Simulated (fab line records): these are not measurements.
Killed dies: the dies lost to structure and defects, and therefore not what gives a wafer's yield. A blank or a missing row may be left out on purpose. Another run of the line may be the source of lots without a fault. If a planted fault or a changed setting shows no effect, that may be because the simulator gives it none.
fab line records -- flow sky130 -- part 2 of 2: steps 24 to 34 of 34
record: lots: 5, wafers: 15, last_day: 50
route steps=708 shown METAL3@566 VIA3@573 METAL4@598
lots that met no fault: from a run of the same line without faults
start_h: hours from the record's first day to the start of the lot's first wafer shown -- wait_h: how many hours have passed since the lot's step before this one -- " unchanged from the row above -- L1.1+2: a row that stands for several wafers -- - no value, or no start was given -- * or withheld: withheld -- < > ~ a bound
route shown NAME@n: names a module that has steps shown in the file, with the first one's number in the route -- usual: average and standard deviation across the fault-free wafers -- same: alike in all rows -- chamber/n: place in a boat -- sites: per-site readings -- _std_site: standard deviation across them -- _edge_site: inner sites' mean taken away from outer sites' mean -- radius_mm: for every site, how far away it sits from the centre of the wafer -- mask NAME#n: copy n -- behind: the last tool/chamber to shape the wafer -- hold: what put the lot on hold/how long, in hours/how the hold closed -- device: the n, p or np transistor that did not switch -- end of line: tests run on the same wafers once the route is complete -- a step without rows: its recipe alone -- killed: dies lost to structure and defects at the first sort, not the wafer's yield -- map: dies across one wafer; x = killed, . = not, _ = none there
set.NAME: the setting that was run; set.NAME@STEP: the one run at that earlier step -- model.NAME: the simulator's own value behind a step, which no gauge read
a table for each step, a row for each wafer; lots at some steps of the route
services: when a tool's chamber went out of use (start_h, in hours from the record's first day, below 0 if earlier), for how many hours, and the reason
== steps ==
step: SKY_VIA3_STRIP_16
recipe: chemistry: O2/N2, power_w: 1400, pressure_mtorr: 1500, platen_temp_c: withheld, o2_flow_sccm: 3000, n2_flow_sccm: 300, overash_fraction: 0.5
usual: drypump_motor_current_A: 5.6/0.41, oes_product_au: 0.402/0.0049, strip_time_to_endpoint_s: 4.12/0.036
lot.wafer,tool,chamber,start_h,wait_h,drypump_motor_current_A,oes_product_au,rf_hours_counter_h,strip_time_to_endpoint_s
L076.1,plasma_asher-03,0,938.70,0.0,6.0,0.408,19,4.18
L076.3,plasma_asher-03,1,938.70,0.0,5.5,0.409,-,4.18
L076.5,plasma_asher-03,0,938.70,0.0,6.0,0.410,-,4.15
L082.4,plasma_asher-01,1,984.81,0.1,5.6,0.405,-,4.13
L082.5,plasma_asher-01,1,984.81,0.1,5.6,0.397,-,4.13
L082.6,plasma_asher-01,0,984.81,0.1,6.1,0.399,-,4.11
L087.1,plasma_asher-03,1,1020.55,0.0,5.4,0.409,27,4.11
L087.2,plasma_asher-03,0,1020.55,0.0,6.0,0.406,27,4.08
L087.4,plasma_asher-03,0,1020.55,0.0,6.0,0.402,-,4.13
L089.2,plasma_asher-02,1,1038.60,0.0,4.8,0.405,121,4.11
L089.4,plasma_asher-02,0,1038.60,0.0,5.8,0.404,-,4.09
L089.6,plasma_asher-02,1,1038.60,0.0,4.8,0.400,-,4.07
L095.1,plasma_asher-03,1,1071.48,0.0,5.4,0.398,32,4.12
L095.3,plasma_asher-03,1,1071.48,0.0,5.4,0.394,-,4.10
L095.6,plasma_asher-03,0,1071.48,0.0,6.0,0.400,-,4.13
step: SKY_VIA3_STRIP_17
recipe: chemistry: post_etch_residue_remover, time_s: 1200, temp_c: 72.5
lot.wafer,tool,chamber,start_h,wait_h
L076.1+3+5,wet_bench-01,0,938.80,0.1
L082.4+5+6,wet_bench-03,0,984.88,0.0
L087.1+2+4,wet_bench-01,1,1020.65,0.1
L089.2+4+6,wet_bench-04,2,1038.70,0.1
L095.1+3+6,wet_bench-03,1,1071.58,0.1
step: SKY_VIA3_CLEAN_18
recipe: chemistry: IPA, time_s: 180, temp_c: 25
lot.wafer,tool,chamber,start_h,wait_h
L076.1+3+5,wet_bench-03,0,939.14,0.0
L082.4+5+6,wet_bench-01,3,985.22,0.0
L087.1+2+4,wet_bench-04,0,1020.99,0.0
L089.2+4+6,wet_bench-03,3,1039.04,0.0
L095.1+3+6,wet_bench-01,3,1072.26,0.0
step: SKY_VIA3_CLEAN_19
recipe: chemistry: O3/DIW, dry: n2_spin
lot.wafer,tool,chamber,start_h,wait_h
L076.1+3+5,wet_bench-01,2,939.21,0.0
L082.4+5+6,wet_bench-04,2,985.28,0.0
L087.1+2+4,wet_bench-01,1,1021.05,0.0
L089.2+4+6,wet_bench-01,0,1039.10,0.0
L095.1+3+6,wet_bench-03,0,1072.33,0.0
step: SKY_VIA3_SPUTTER_20
recipe: material: TiN, target_thk_nm: 20, chamber_pressure_pa: 5, power_w: 4000, time_s: 80
usual: cathode_dc_power_W: 4000.0/0.73, throttle_valve_pct: 30.5/1.2
lot.wafer,tool,chamber,start_h,wait_h,cathode_dc_power_W,throttle_valve_pct
L076.1,pvd_sputter-01,-,939.30,0.0,3999.5,29.6
L076.3,pvd_sputter-01,-,939.30,0.0,4000.6,29.5
L076.5,pvd_sputter-01,-,939.30,0.0,3998.8,30.9
L082.4,pvd_sputter-02,-,985.37,0.0,3999.7,30.6
L082.5,pvd_sputter-02,-,985.37,0.0,4000.1,30.5
L082.6,pvd_sputter-02,-,985.37,0.0,4000.3,30.8
L087.1,pvd_sputter-02,-,1021.14,0.0,3999.7,30.9
L087.2,pvd_sputter-02,-,1021.14,0.0,4000.8,30.1
L087.4,pvd_sputter-02,-,1021.14,0.0,3998.8,30.6
L089.2,pvd_sputter-03,-,1039.19,0.0,3999.9,32.0
L089.4,pvd_sputter-03,-,1039.19,0.0,4001.4,28.5
L089.6,pvd_sputter-03,-,1039.19,0.0,4000.7,31.6
L095.1,pvd_sputter-02,-,1072.52,0.0,4001.1,30.7
L095.3,pvd_sputter-02,-,1072.52,0.0,3999.9,31.0
L095.6,pvd_sputter-02,-,1072.52,0.0,4000.8,30.5
step: SKY_VIA3_CVD_21
recipe: material: W, target_thk_nm: 390, time_s: 117.31, temp_c: 400, pressure_torr: 40
usual: heater_power_w: 841/57
lot.wafer,tool,chamber,start_h,wait_h,heater_power_w
L076.1,cvd_w-02,1,939.36,0.0,842
L076.3,cvd_w-02,0,939.36,0.0,748
L076.5,cvd_w-02,0,939.36,0.0,741
L082.4,cvd_w-02,0,985.47,0.1,762
L082.5,cvd_w-02,1,985.47,0.1,866
L082.6,cvd_w-02,0,985.47,0.1,743
L087.1,cvd_w-02,1,1021.20,0.0,856
L087.2,cvd_w-02,0,1021.20,0.0,732
L087.4,cvd_w-02,1,1021.20,0.0,860
L089.2,cvd_w-01,0,1039.25,0.0,870
L089.4,cvd_w-01,0,1039.25,0.0,848
L089.6,cvd_w-01,0,1039.25,0.0,863
L095.1,cvd_w-01,0,1072.58,0.0,858
L095.3,cvd_w-01,1,1072.58,0.0,896
L095.6,cvd_w-01,1,1072.58,0.0,908
step: SKY_VIA3_RS_MEAS_22
recipe: thk_meas_gauge: four-point-probe, reads: W_of_VIA3_CVD_21+TiN_of_VIA3_SPUTTER_20
usual: VIA3_W_RS: 0.296/0.004
lot.wafer,tool,chamber,start_h,wait_h,VIA3_W_RS[ohm/sq]
L076.1,film_metro-01,-,939.48,0.1,0.292
L076.3,film_metro-01,-,939.48,0.1,0.301
L076.5,film_metro-01,-,939.48,0.1,0.302
L082.4,film_metro-01,-,985.62,0.1,0.296
L082.5,film_metro-01,-,985.62,0.1,0.291
L082.6,film_metro-01,-,985.62,0.1,0.296
L087.1,film_metro-03,-,1021.33,0.1,0.294
L087.2,film_metro-03,-,1021.33,0.1,0.298
L087.4,film_metro-03,-,1021.33,0.1,0.298
L089.2,film_metro-02,-,1039.40,0.1,0.290
L089.4,film_metro-02,-,1039.40,0.1,0.293
L089.6,film_metro-02,-,1039.40,0.1,0.290
L095.1,film_metro-01,-,1072.72,0.1,0.290
L095.3,film_metro-01,-,1072.72,0.1,0.291
L095.6,film_metro-01,-,1072.72,0.1,0.292
step: SKY_VIA3_THK_MEAS_23
recipe: thk_meas_gauge: xrf, reads: W_of_VIA3_CVD_21
usual: VIA3_W_THK: 376/7.4
lot.wafer,tool,chamber,start_h,wait_h,VIA3_W_THK[nm]
L076.1,film_metro-01,-,939.60,0.1,379
L076.3,film_metro-01,-,939.60,0.1,369
L076.5,film_metro-01,-,939.60,0.1,364
L082.4,film_metro-01,-,985.71,0.1,381
L082.5,film_metro-01,-,985.71,0.1,387
L082.6,film_metro-01,-,985.71,0.1,379
L087.1,film_metro-03,-,1021.45,0.1,377
L087.2,film_metro-03,-,1021.45,0.1,369
L087.4,film_metro-03,-,1021.45,0.1,372
L089.2,film_metro-02,-,1039.51,0.1,384
L089.4,film_metro-02,-,1039.51,0.1,380
L089.6,film_metro-02,-,1039.51,0.1,384
L095.1,film_metro-01,-,1072.84,0.1,392
L095.3,film_metro-01,-,1072.84,0.1,386
L095.6,film_metro-01,-,1072.84,0.1,383
step: SKY_VIA3_CMP_24
recipe: stop_on: SiO2, t_overpolish_s: 20, down_force_psi: 3.5, platen_rpm: 60, target_thk_nm: 0, pad_velocity_m_s: 0.94248
usual: motor_current_A: 10.9/0.87, overpolish_run_s: 20.000/0.0094, time_to_endpoint_s: 96/5.4
lot.wafer,tool,chamber,start_h,wait_h,motor_current_A,overpolish_run_s,time_to_endpoint_s
L076.1,cmp-01,3,939.87,0.3,12.7,20.002,89
L076.3,cmp-01,2,939.87,0.3,11.7,20.009,88
L076.5,cmp-01,3,939.87,0.3,13.0,20.010,84
L082.4,cmp-01,2,985.89,0.2,11.7,20.003,90
L082.6,cmp-01,3,985.89,0.2,13.6,20.011,91
L082.5,cmp-01,0,985.89,0.2,11.0,19.988,103
L087.2,cmp-02,1,1021.56,0.1,12.1,20.008,95
L087.1,cmp-02,2,1021.56,0.1,10.0,19.997,104
L087.4,cmp-02,3,1021.56,0.1,10.0,20.016,97
L089.2,cmp-02,1,1039.56,0.0,11.8,19.979,97
L089.4,cmp-02,2,1039.56,0.0,10.5,20.005,103
L089.6,cmp-02,1,1039.56,0.0,11.8,19.994,94
L095.1,cmp-02,2,1072.90,0.1,9.8,19.990,99
L095.3,cmp-02,3,1072.90,0.1,10.2,19.999,97
L095.6,cmp-02,3,1072.90,0.1,10.0,19.993,90
step: SKY_METAL4_SPUTTER_00
recipe: material: Ti, target_thk_nm: 15, power_w: 3000, time_s: 10, chamber_pressure_pa: 0.4
usual: cathode_dc_power_W: 2999.9/0.56, throttle_valve_pct: 30.0/1.5
lot.wafer,tool,chamber,start_h,wait_h,cathode_dc_power_W,throttle_valve_pct
L076.1,pvd_sputter-04,-,940.17,0.2,3000.0,30.6
L076.3,pvd_sputter-04,-,940.17,0.2,2999.6,29.8
L076.5,pvd_sputter-04,-,940.17,0.2,3000.3,27.3
L082.4,pvd_sputter-04,-,986.04,0.1,2999.9,27.7
L082.5,pvd_sputter-04,-,986.04,0.1,3000.2,30.5
L082.6,pvd_sputter-04,-,986.04,0.1,2999.0,27.3
L087.1,pvd_sputter-04,-,1021.81,0.1,3000.0,29.7
L087.2,pvd_sputter-04,-,1021.81,0.1,2999.7,27.6
L087.4,pvd_sputter-04,-,1021.81,0.1,2999.5,30.5
L089.2,pvd_sputter-04,-,1039.86,0.2,2999.3,27.6
L089.4,pvd_sputter-04,-,1039.86,0.2,2999.3,30.1
L089.6,pvd_sputter-04,-,1039.86,0.2,3000.5,30.3
L095.1,pvd_sputter-02,-,1073.20,0.2,3000.0,33.5
L095.3,pvd_sputter-02,-,1073.20,0.2,2999.6,30.1
L095.6,pvd_sputter-02,-,1073.20,0.2,2999.0,30.5
step: SKY_METAL4_SPUTTER_01
recipe: material: TiN, target_thk_nm: 20, power_w: 6500, time_s: 16.7, chamber_pressure_pa: 0.4
usual: cathode_dc_power_W: 6499.8/1.2, throttle_valve_pct: 30.0/1.5
lot.wafer,tool,chamber,start_h,wait_h,cathode_dc_power_W,throttle_valve_pct
L076.1,pvd_sputter-04,-,940.20,0.0,6499.0,30.0
L076.3,pvd_sputter-04,-,940.20,0.0,6499.0,29.7
L076.5,pvd_sputter-04,-,940.20,0.0,6498.4,27.4
L082.4,pvd_sputter-04,-,986.06,0.0,6498.7,27.6
L082.5,pvd_sputter-04,-,986.06,0.0,6499.8,30.2
L082.6,pvd_sputter-04,-,986.06,0.0,6499.4,27.4
L087.1,pvd_sputter-04,-,1021.83,0.0,6498.3,29.6
L087.2,pvd_sputter-04,-,1021.83,0.0,6502.2,27.6
L087.4,pvd_sputter-04,-,1021.83,0.0,6499.0,30.3
L089.2,pvd_sputter-04,-,1039.88,0.0,6497.8,27.7
L089.4,pvd_sputter-04,-,1039.88,0.0,6498.1,30.2
L089.6,pvd_sputter-04,-,1039.88,0.0,6499.4,30.4
L095.1,pvd_sputter-02,-,1073.22,0.0,6500.8,33.5
L095.3,pvd_sputter-02,-,1073.22,0.0,6500.0,30.2
L095.6,pvd_sputter-02,-,1073.22,0.0,6500.3,30.4
== services ==
tool,chamber,start_h,hours,kind
rie_diel-02,0,894.33,1.9,repair
rie_metal-02,-,895.13,0.8,repair
rie_diel-02,0,896.53,8.9,repair
cvd_w-02,-,904.00,14.0,pm
cmp-01,-,912.00,4.0,pm
cmp-02,-,935.41,8.7,pm
pvd_sputter-02,-,935.83,12.5,repair
rie_metal-02,-,952.85,4.0,pm
cvd_w-02,1,954.95,3.3,repair
rie_metal-02,-,961.40,1.2,repair
cmp-01,-,964.35,4.0,repair
rie_metal-03,1,969.11,5.6,repair
krf_scanner-02,-,976.99,1.3,pm
plasma_asher-03,-,1003.45,2.8,pm
krf_scanner-02,-,1004.88,1.7,repair
cmp-01,-,1012.92,0.3,repair
cmp-01,-,1017.57,5.0,pm
pvd_sputter-02,-,1027.40,8.6,repair
rie_metal-03,1,1027.71,3.4,repair
cmp-01,-,1033.11,0.6,repair
cmp-02,-,1034.12,1.6,repair
plasma_asher-03,-,1035.15,7.0,repair
pvd_sputter-04,-,1055.98,5.3,repair
cmp-02,-,1066.20,1.7,repair
